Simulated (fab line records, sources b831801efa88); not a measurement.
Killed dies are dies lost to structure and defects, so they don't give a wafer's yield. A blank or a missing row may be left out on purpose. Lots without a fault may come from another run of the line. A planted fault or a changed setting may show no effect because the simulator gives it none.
fab line records | flow gf180mcu
record lots=5 wafers=15 last_day=34
route steps=602 shown V1@346 M2@362
lots that met no fault: from a run of the same line without faults
start_h: hours from the record's first day to the start of the lot's first wafer shown | wait_h: hours since the lot's step before | " the same as in the row above | L1.1+2: a row that stands for several wafers | - no value, or no start given | * or withheld: withheld | < > ~ a bound
route shown NAME@n: a module of which the file shows steps, and the number in the route of the first | usual: mean/standard deviation of fault-free wafers | same: alike in all rows | chamber/n: place in a boat | sites: the reading at each site | _std_site: their standard deviation | _edge_site: outer sites' mean less inner sites' | radius_mm: how far each site lies from the wafer's centre | mask NAME#n: copy n | behind: the tool/chamber that last shaped the wafer | hold: why the lot was held/for how many hours/how that ended | device: the transistor (n, p or np) that didn't switch | end of line: the same wafers' tests at the end of the route | a step without rows: its recipe alone | killed: dies lost to structure and defects at the first sort, not the wafer's yield | map: a wafer's dies, x killed, . not, _ none there
set.NAME: the setting as run; set.NAME@STEP: as run at that earlier step | model.NAME: the simulator's own value behind a step, which no gauge read
lots at some steps of the route; a table a step, a row a wafer
services: from which hour (start_h, from the record's first day; less than 0 if before it) a tool's chamber was out of use, for how many hours, and why
## steps
# step GF_V1_EXPOSE_11
# recipe mask_id=Via1 target_cd_nm=260 na=0.68 source_shape=conventional sigma_outer=0.6 dose_mj=38
# step GF_V1_PEB_12
# recipe peb_temp_c=135 peb_time_s=90 resist=KrF
# step GF_V1_DEVELOP_13
# recipe develop_time_s=60 resist=KrF dev_temp_c=21
# step GF_V1_CD_MEAS_14
# recipe target_cd_nm=260
# usual cd_nm=259.6/1.1
# columns lot.wafer tool chamber start_h wait_h cd_nm
L234.2 cd_sem-02 - 507.67 0.1 259.9
L234.5 " - " " 260.1
L234.6 " - " " 260.8
L238.2 cd_sem-01 - 540.12 0.1 258.9
L238.3 " - " " 259.2
L238.4 " - " " 258.8
L242.1 cd_sem-02 - 571.09 0.1 260.9
L242.3 " - " " 260.8
L242.6 " - " " 259.7
L246.1 cd_sem-02 - 600.50 0.1 258.9
L246.2 " - " " 259.5
L246.6 " - " " 259.9
L247.4 cd_sem-02 - 608.31 0.1 258.3
L247.5 " - " " 258.0
L247.6 " - " " 259.1
# step GF_V1_OVL_MEAS_15
# usual V1_OVL=0/5.3
# columns lot.wafer tool chamber start_h wait_h V1_OVL[nm]
L234.2 overlay-02 - 507.78 0.1 -8
L234.5 " - " " -15
L234.6 " - " " -8
L238.2 overlay-01 - 540.22 0.1 5
L238.3 " - " " 1
L238.4 " - " " 2
L242.1 overlay-02 - 571.21 0.1 3
L242.3 " - " " 1
L242.6 " - " " 0
L246.1 overlay-02 - 600.62 0.1 -5
L246.2 " - " " -5
L246.6 " - " " 2
L247.4 overlay-02 - 608.39 0.1 7
L247.5 " - " " 12
L247.6 " - " " 12
# step GF_V1_ETCH_16
# recipe chemistry=N2/H2 target_depth_a=withheld overetch_a=withheld time_s=withheld target=BARC ion_energy_ev=200 source_w=500 bias_w=100 pressure_mtorr=30 n2_flow_sccm=100 h2_flow_sccm=200
# usual drypump_motor_current_A=5.6/0.53 n2_flow_sccm=100.0/0.33 oes_product_au=0.855/0.0047 throttle_valve_pct=13.225/0.009
# columns lot.wafer tool chamber start_h wait_h drypump_motor_current_A n2_flow_sccm oes_product_au throttle_valve_pct
L234.2 rie_diel-04 0 507.81 0.0 6.0 100.6 0.852 13.217
L234.5 " 2 " " 5.8 100.3 0.861 13.230
L234.6 " 1 " " 5.8 100.2 0.859 13.233
L238.2 rie_diel-03 1 540.25 0.0 4.9 100.1 0.857 13.219
L238.3 " 0 " " 5.9 99.6 0.857 13.224
L238.4 " 3 " " 5.9 99.8 0.851 13.214
L242.1 rie_diel-03 1 571.24 0.0 4.9 100.3 0.859 13.232
L242.3 " 2 " " 4.8 100.1 0.849 13.220
L242.6 " 0 " " 5.9 99.8 0.850 13.237
L246.1 rie_diel-02 0 600.65 0.0 6.4 99.7 0.859 13.235
L246.2 " 2 " " 6.0 100.0 0.859 13.216
L246.6 " 0 " " 6.4 99.8 0.847 13.206
L247.4 rie_diel-03 2 608.40 0.0 4.8 100.1 0.865 13.238
L247.5 " 1 " " 4.9 100.3 0.856 13.214
L247.6 " 2 " " 4.8 99.4 0.860 13.230
# step GF_V1_ETCH_17
# recipe chemistry=C4F8/O2/Ar mask_material=KrF target=SiO2 stop_on=TiN source_w=1500 bias_w=1200 pressure_mtorr=40 c4f8_flow_sccm=withheld O2_flow_sccm=6 Ar_flow_sccm=300 time_s=withheld target_depth_a=6300
# step GF_V1_STRIP_18
# recipe chemistry=O2/N2 power_w=1400 pressure_mtorr=1500 platen_temp_c=250 o2_flow_sccm=3000 n2_flow_sccm=300 overash_fraction=0.5
# usual drypump_motor_current_A=5.7/0.39 heater_power_w=322/35 n2_flow_sccm=300.1/1 oes_product_au=0.592/0.0046
# columns lot.wafer tool chamber start_h wait_h drypump_motor_current_A heater_power_w n2_flow_sccm oes_product_au rf_hours_counter_h
L234.2 plasma_asher-04 0 507.94 - 4.9 269 300.2 0.593 8
L234.5 " 1 " " 6.3 312 301.0 0.602 -
L234.6 " 0 " " 4.9 267 300.7 0.592 -
L238.2 plasma_asher-04 1 540.38 - 6.4 321 299.6 0.589 10
L238.3 " 0 " " 4.9 268 299.9 0.594 -
L238.4 " 1 " " 6.4 317 299.4 0.601 -
L242.1 plasma_asher-03 0 571.37 - 5.6 385 298.7 0.587 87
L242.3 " 0 " " 5.6 374 299.1 0.593 -
L242.6 " 1 " " 5.9 341 299.7 0.593 -
L246.1 plasma_asher-04 1 600.78 - 6.3 326 299.3 0.588 16
L246.2 " 0 " " 4.9 270 300.3 0.591 16
L246.6 " 0 " " 4.9 268 300.0 0.585 -
L247.4 plasma_asher-01 1 608.57 - 5.7 312 300.9 0.588 -
L247.5 " 0 " " 5.6 290 299.2 0.589 -
L247.6 " 1 " " 5.7 304 300.5 0.589 -
# step GF_V1_STRIP_19
# recipe chemistry=post_etch_residue_remover time_s=1200 temp_c=72.5
# step GF_V1_CLEAN_20
# recipe chemistry=DIW dry=n2_spin
# step GF_V1_SPUTTER_21
# recipe material=Ti target_thk_nm=15 chamber_pressure_pa=5 power_w=2500 substrate_temp_c=200 time_s=80.02
# usual throttle_valve_pct=30.6/1.1
# columns lot.wafer tool chamber start_h wait_h throttle_valve_pct
L234.2 pvd_sputter-02 - 508.48 0.0 33.0
L234.5 " - " " 30.4
L234.6 " - " " 33.0
L238.2 pvd_sputter-02 - 540.92 0.0 28.9
L238.3 " - " " 30.4
L238.4 " - " " 33.1
L242.1 pvd_sputter-03 - 572.25 0.0 30.2
L242.3 " - " " 30.8
L242.6 " - " " 30.8
L246.1 pvd_sputter-04 - 601.66 0.0 30.5
L246.2 " - " " 31.1
L246.6 " - " " 30.5
L247.4 pvd_sputter-04 - 609.07 0.0 30.4
L247.5 " - " " 30.6
L247.6 " - " " 30.7
# step GF_V1_SPUTTER_22
# recipe material=TiN target_thk_nm=10 chamber_pressure_pa=5 power_w=4000 time_s=40
# usual throttle_valve_pct=30.6/1.1
# columns lot.wafer tool chamber start_h wait_h throttle_valve_pct
L234.2 pvd_sputter-02 - 508.54 0.0 32.9
L234.5 " - " " 30.5
L234.6 " - " " 33.1
L238.2 pvd_sputter-02 - 540.98 0.0 29.1
L238.3 " - " " 30.7
L238.4 " - " " 33.1
L242.1 pvd_sputter-03 - 572.31 0.0 30.3
L242.3 " - " " 30.9
L242.6 " - " " 30.9
L246.1 pvd_sputter-04 - 601.72 0.0 30.5
L246.2 " - " " 31.0
L246.6 " - " " 30.5
L247.4 pvd_sputter-04 - 609.13 0.0 30.6
L247.5 " - " " 30.5
L247.6 " - " " 30.7
# step GF_V1_CVD_23
# recipe material=W target_thk_nm=350 time_s=105.05 temp_c=400 pressure_torr=40
# usual heater_power_w=904/59
# columns lot.wafer tool chamber start_h wait_h heater_power_w since_wet_clean_h model.W_of_V1_CVD_23.thk_nm
L234.2 cvd_w-02 1 508.58 0.0 882 605 348
L234.5 " 0 " " 857 - 348.3
L234.6 " 1 " " 878 - 347.4
L238.2 cvd_w-02 0 541.02 0.0 886 637 348.3
L238.3 " 1 " " 878 - 225.2
L238.4 " 0 " " 886 - 348.1
L242.1 cvd_w-01 0 572.35 0.0 880 168 357.3
L242.3 " 1 " " 1017 - 353.4
L242.6 " 0 " " 858 - 355.7
L246.1 cvd_w-01 0 601.76 0.0 882 198 355.2
L246.2 " 1 " " 1011 198 351.1
L246.6 " 0 " " 873 - 348.9
L247.4 cvd_w-02 0 609.20 0.1 875 - 349.7
L247.5 " 1 " " 892 - 349.7
L247.6 " 0 " " 881 - 350.9
# step GF_V1_RS_MEAS_24
# recipe thk_meas_gauge=four-point-probe reads=W_of_V1_CVD_23+TiN_of_V1_SPUTTER_22+Ti_of_V1_SPUTTER_21
# usual V1_W_RS=0.327/0.0035
# columns lot.wafer tool chamber start_h wait_h V1_W_RS[ohm/sq]
L234.2 film_metro-02 - 508.71 0.1 0.329
L234.5 " - " " 0.329
L234.6 " - " " 0.330
L238.2 film_metro-01 - 541.15 0.1 0.329
L238.3 " - " " 0.511
L238.4 " - " " 0.329
L242.1 film_metro-01 - 572.46 0.1 0.321
L242.3 " - " " 0.324
L242.6 " - " " 0.322
L246.1 film_metro-03 - 601.87 0.1 0.323
L246.2 " - " " 0.327
L246.6 " - " " 0.329
L247.4 film_metro-01 - 609.34 0.1 0.327
L247.5 " - " " 0.327
L247.6 " - " " 0.327
# step GF_V1_THK_MEAS_25
# recipe thk_meas_gauge=xrf reads=W_of_V1_CVD_23
# usual V1_W_THK=353/5.4
# columns lot.wafer tool chamber start_h wait_h V1_W_THK[nm]
L234.2 film_metro-02 - 508.82 0.1 355
L234.5 " - " " 358
L234.6 " - " " 355
L238.2 film_metro-01 - 541.26 0.1 348
L238.3 " - " " 224
L238.4 " - " " 346
L242.1 film_metro-01 - 572.58 0.1 355
L242.3 " - " " 352
L242.6 " - " " 355
L246.1 film_metro-03 - 601.99 0.1 366
L246.2 " - " " 361
L246.6 " - " " 359
L247.4 film_metro-01 - 609.43 0.1 349
L247.5 " - " " 349
L247.6 " - " " 350
# step GF_V1_CMP_26
# recipe stop_on=SiO2 down_force_psi=3.5 platen_rpm=60 t_overpolish_s=15 target_thk_nm=0 pad_velocity_m_s=0.94248
# usual edge_zone_pressure_frac=1.000/0.0051 motor_current_A=12.0/1.8 time_to_endpoint_s=84/5.7
# columns lot.wafer tool chamber start_h wait_h edge_zone_pressure_frac motor_current_A time_to_endpoint_s
L234.2 cmp-01 2 508.92 0.1 0.999 13.5 75
L234.6 " 1 " " 1.006 11.7 90
L234.5 " 2 " " 0.989 13.9 76
L238.2 cmp-01 1 541.47 0.2 1.005 12.0 89
L238.3 " 3 " " 1.001 12.5 57
L238.4 " 0 " " 0.998 14.7 75
L242.1 cmp-02 3 576.42 3.8 1.004 11.1 84
L242.3 " 0 " " 0.995 9.8 88
L242.6 " 2 " " 1.003 9.8 89
L246.2 cmp-01 3 602.55 0.5 0.997 11.9 92
L246.1 " 0 " " 0.994 14.8 83
L246.6 " 3 " " 1.005 11.8 93
L247.4 cmp-01 0 609.51 0.1 1.001 14.4 81
L247.6 " 3 " " 1.003 12.0 92
L247.5 " 0 " " 1.001 14.7 80
# step GF_M2_SPUTTER_00
# recipe material=Ti target_thk_nm=37.5 arriving_ion_energy_ev=80 substrate_temp_c=200 chamber_pressure_pa=2 power_w=4000 time_s=150
# usual throttle_valve_pct=30.3/0.67
# columns lot.wafer tool chamber start_h wait_h throttle_valve_pct
L234.2 pvd_sputter-03 - 509.17 0.2 31.0
L234.5 " - " " 31.5
L234.6 " - " " 29.2
L238.2 pvd_sputter-03 - 541.77 0.2 31.1
L238.3 " - " " 28.7
L238.4 " - " " 30.4
L242.1 pvd_sputter-04 - 576.67 0.2 30.7
L242.3 " - " " 30.5
L242.6 " - " " 30.6
L246.1 pvd_sputter-04 - 602.80 0.1 30.1
L246.2 " - " " 30.3
L246.6 " - " " 31.0
L247.4 pvd_sputter-03 - 609.76 0.2 30.9
L247.5 " - " " 28.8
L247.6 " - " " 31.0
## services
# columns tool chamber start_h hours kind
rie_diel-02 1 500.24 4.7 repair
rie_diel-04 - 504.73 0.1 repair
plasma_asher-04 - 509.34 14.6 pm
cvd_w-01 - 518.24 0.5 repair
plasma_asher-01 - 520.39 2.8 pm
pvd_sputter-02 - 522.09 0.9 repair
cmp-02 - 533.58 11.8 pm
rie_diel-03 0 535.11 4.9 repair
rie_diel-02 - 542.55 0.4 repair
cvd_w-01 1 545.61 2.9 repair
cvd_w-02 1 549.01 12.5 repair
cvd_w-01 - 561.04 0.8 repair
rie_diel-02 2 568.35 22.7 repair
cmp-01 - 569.76 6.8 repair
cmp-02 - 572.07 4.0 pm
cvd_w-02 - 572.16 6.9 pm
pvd_sputter-03 - 572.87 8.8 repair
rie_diel-03 3 577.85 7.4 repair
rie_diel-02 - 578.47 0.2 repair
cmp-02 - 584.55 3.9 repair
pvd_sputter-04 2 587.81 - consumable_replace:kit
rie_diel-02 0 590.84 1.5 repair
cmp-02 - 600.98 2.5 repair
rie_diel-04 0 605.42 8.9 repair
## key
first_sign step=GF_V1_RS_MEAS_24 reading=V1_W_RS direction=up sigmas=52 usual=0.327 struck=0.511
effect step=GF_V1_THK_MEAS_25 reading=V1_W_THK direction=down sigmas=24 usual=353 struck=224
effect step=GF_V1_CMP_26 reading=time_to_endpoint_s direction=down sigmas=4.7 usual=* struck=*
model_effect step=GF_V1_CVD_23 value=W_of_V1_CVD_23.thk_nm without=347.4 struck=225.2
met_at GF_V1_CVD_23
struck_wafers L238.3
onset_between 508.58 541.02
fault kind=process_parameter_drift tool=cvd_w-02 chamber=- onset_h=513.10 steps=GF_V1_CVD_23 channel=target_thk_nm offset=-122.14 shape=step end_h=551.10 scope=struck_wafers_only acts_in=these_recipes_only stated=350
